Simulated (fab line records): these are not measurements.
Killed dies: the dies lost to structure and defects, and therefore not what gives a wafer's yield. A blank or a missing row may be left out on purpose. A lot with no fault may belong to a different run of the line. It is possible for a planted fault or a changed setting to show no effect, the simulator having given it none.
A struck lot beside a sound one :: flow gf180mcu :: 16 out of 602 route steps
Sound: the wafers L803.1, L803.2, L803.4. Struck: wafer L813.5 (left out: L813.3, L813.6 of the same lot, which were not struck); the cause appears at the end.
At each step with rows: each side's tool, then ch and its chambers, then its first start. Under that, the readings that differ: sound wafers :: struck wafers :: difference of the means :: sigmas: that difference in standard deviations of wafers without a fault.
alike: a reading whose means differ by less than 2 such deviations, as well as words and numbers matching on both sides. not compared: withheld readings; readings where some wafer has no value; bounds like >300 that might hide an equal value; numbers whose values overlap and for which the record gives no deviation.
A row with sigmas, a row that says differs or no value, or rows on one side alone: a step with any of these is where the two part. Numbers that don't overlap but have no deviation are shown without sigmas and don't part them. A reading that every wafer of one side lacks parts them only if that side has two wafers or more.

GF_M2_SPUTTER_04: material TiN, target thk 50 nm, time 41.7 s.
  sound on pvd-sputter-02 at day 22 14:58; struck on pvd-sputter-01 at day 25 05:41
  alike: cathode-dc-power-W, throttle-valve-pct
GF_M2_RS_MEAS_05: a four-point-probe measurement.
  sound on film-metro-02 at day 22 15:01; struck on film-metro-01 at day 25 05:47
  alike: M2_ALCU_RS
GF_M2_THK_MEAS_06: measures by xrf.
  sound on film-metro-02 at day 22 15:08; struck on film-metro-01 at day 25 05:53
  alike: M2_ALCU_THK
then, 7 steps without rows for these wafers: GF_M2_DEHYDRATE_07 (time 60 s); GF_M2_HMDS_08 (prime time 60 s); GF_M2_COAT_09 (resist thk 1000 nm); GF_M2_SOFTBAKE_10 (time 60 s); GF_M2_EXPOSE_11 (exposes mask Metal2, target cd 280 nm); GF_M2_PEB_12 (peb time 90 s); GF_M2_DEVELOP_13 (develop time 60 s).
GF_M2_CD_MEAS_14: the cd target is 280 nm.
  sound on cd-sem-01 at day 23 13:50; struck on cd-sem-02 at day 26 03:04
  alike: cd-nm
GF_M2_OVL_MEAS_15:
  sound on overlay-01 at day 23 13:57; struck on overlay-01 at day 26 03:09
reading: M2_OVL (nm)
sound: -6 -5 -8
struck: 5
difference: +11
sigmas: +2
GF_M2_METAL_ETCH_16: etches the open film in Cl2/BCl3, stops on SiO2, target depth 750.8 nm, time 125.1 s.
  sound on rie-metal-03 ch 0, day 23 13:59; struck on rie-metal-03 ch 0, day 26 03:13
reading: throttle-valve-pct (%)
sound: 28.258 28.232 28.227
struck: 28.216
difference: -0.023
sigmas: -2

reading: model.KrF_of_M2_COAT_09.thk-nm (nm)
sound: 684.7 682.5 679.4
struck: 594.8
difference: -87.4
sigmas: 
  alike: bias-w, drypump-motor-current-A, oes-product-au
  not compared: rf-hours-counter-h
GF_M2_STRIP_17: strips in O2/N2.
  sound on plasma-asher-01 ch 0,1, day 23 14:14; struck on plasma-asher-03 ch 1, day 26 03:20
reading: oes-product-au (a.u.)
sound: 0.543 0.541 0.541
struck: 0.514
difference: -0.028
sigmas: -6

reading: strip-time-to-endpoint-s (s)
sound: 7.38 7.35 7.34
struck: 6.49
difference: -0.87
sigmas: -20
  alike: drypump-motor-current-A, heater-power-w
  not compared: rf-hours-counter-h
then, 2 steps without rows for these wafers: GF_M2_STRIP_18 (strips in post etch residue remover, time 1200 s); GF_PASSIVATION_PROBE_99.

== WHERE THEY PART ==
Earliest at GF_M2_OVL_MEAS_15; latest, in this record, at GF_M2_STRIP_17.

WHY: what the simulator had put in
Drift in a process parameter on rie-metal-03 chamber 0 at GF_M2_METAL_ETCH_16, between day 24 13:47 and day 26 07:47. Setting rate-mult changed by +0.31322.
